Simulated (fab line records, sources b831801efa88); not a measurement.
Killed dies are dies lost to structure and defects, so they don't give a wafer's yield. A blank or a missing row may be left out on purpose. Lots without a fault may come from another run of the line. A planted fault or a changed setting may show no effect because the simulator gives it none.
Chamber matching | flow sky130 | SKY_VIA1_CMP_02 on cmp-01: 4 sister chambers
The step polishes SiO2. 18 wafers are shown with their chamber, then 9 later ones without.

WAFERS WITH THEIR CHAMBER
wafer  | chamber | motor_current_A (A) | retaining_ring_pressure_frac
L638.1 | 2       | 11.6                | 0.988
L638.4 | 0       | 12.2                | 1.003
L638.6 | 1       | 12.4                | 1.002
L639.1 | 1       | 11.7                | 0.997
L639.3 | 2       | 11.7                | 0.993
L639.5 | 2       | 11.9                | 1.003
L640.1 | 1       | 11.8                | 0.998
L640.4 | 2       | 11.0                | 1.002
L640.6 | 1       | 11.7                | 0.998
L643.1 | 0       | 11.6                | 1.009
L643.2 | 1       | 12.2                | 1.001
L643.3 | 3       | 12.3                | 1.003
L645.1 | 3       | 13.0                | 0.997
L645.2 | 0       | 11.4                | 1.006
L645.3 | 1       | 12.1                | 1.001
L651.4 | 0       | 11.7                | 0.995
L651.5 | 3       | 12.8                | 1.001
L651.6 | 2       | 11.4                | 0.999

SIGNATURES (means of the wafers above)
reading                      | chamber 0 | chamber 1 | chamber 2 | chamber 3 | scatter within a chamber
motor_current_A              | 11.725    | 11.983    | 11.520    | 12.700    | 0.328
retaining_ring_pressure_frac | 1.00325   | 0.99950   | 0.99700   | 1.00033   | 0.00471
Rule: a wafer's distance from a chamber is the root of the sum, over the readings, of the square of ((its reading less the chamber's mean) divided by the reading's scatter). The wafer belongs to the nearest chamber; if the next one is less than 2 further off, it can't be placed. The scatter: the root of (the sum of the squares of (reading less its chamber's mean) over the shown wafers, divided by (wafers less chambers)).

WAFERS WITHOUT THEIR CHAMBER
wafer  | motor_current_A (A) | retaining_ring_pressure_frac
L652.3 | 11.9                | 1.001
L652.4 | 12.0                | 0.997
L652.5 | 11.4                | 1.006
L659.1 | 13.1                | 0.997
L659.3 | 11.9                | 1.004
L659.4 | 11.6                | 1.003
L660.3 | 12.1                | 1.006
L660.4 | 11.7                | 0.992
L660.6 | 11.9                | 1.010

WHICH CHAMBER EACH WENT THROUGH
wafer  | from the rows above               | in truth
L652.3 | can't be placed: 1 or 0 or 2      | 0
L652.4 | can't be placed: 1 or 2 or 0 or 3 | 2
L652.5 | can't be placed: 0 or 2 or 1      | 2
L659.1 | 3                                 | 3
L659.3 | can't be placed: 0 or 1 or 2      | 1
L659.4 | can't be placed: 0 or 2 or 1      | 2
L660.3 | can't be placed: 0 or 1 or 3 or 2 | 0
L660.4 | can't be placed: 2 or 1 or 0      | 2
L660.6 | can't be placed: 0 or 1 or 2 or 3 | 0
Placed correctly: 1 of 9. Can't be placed from these rows: 8 (the true chamber is among the candidates in 8). Placed wrongly: 0.
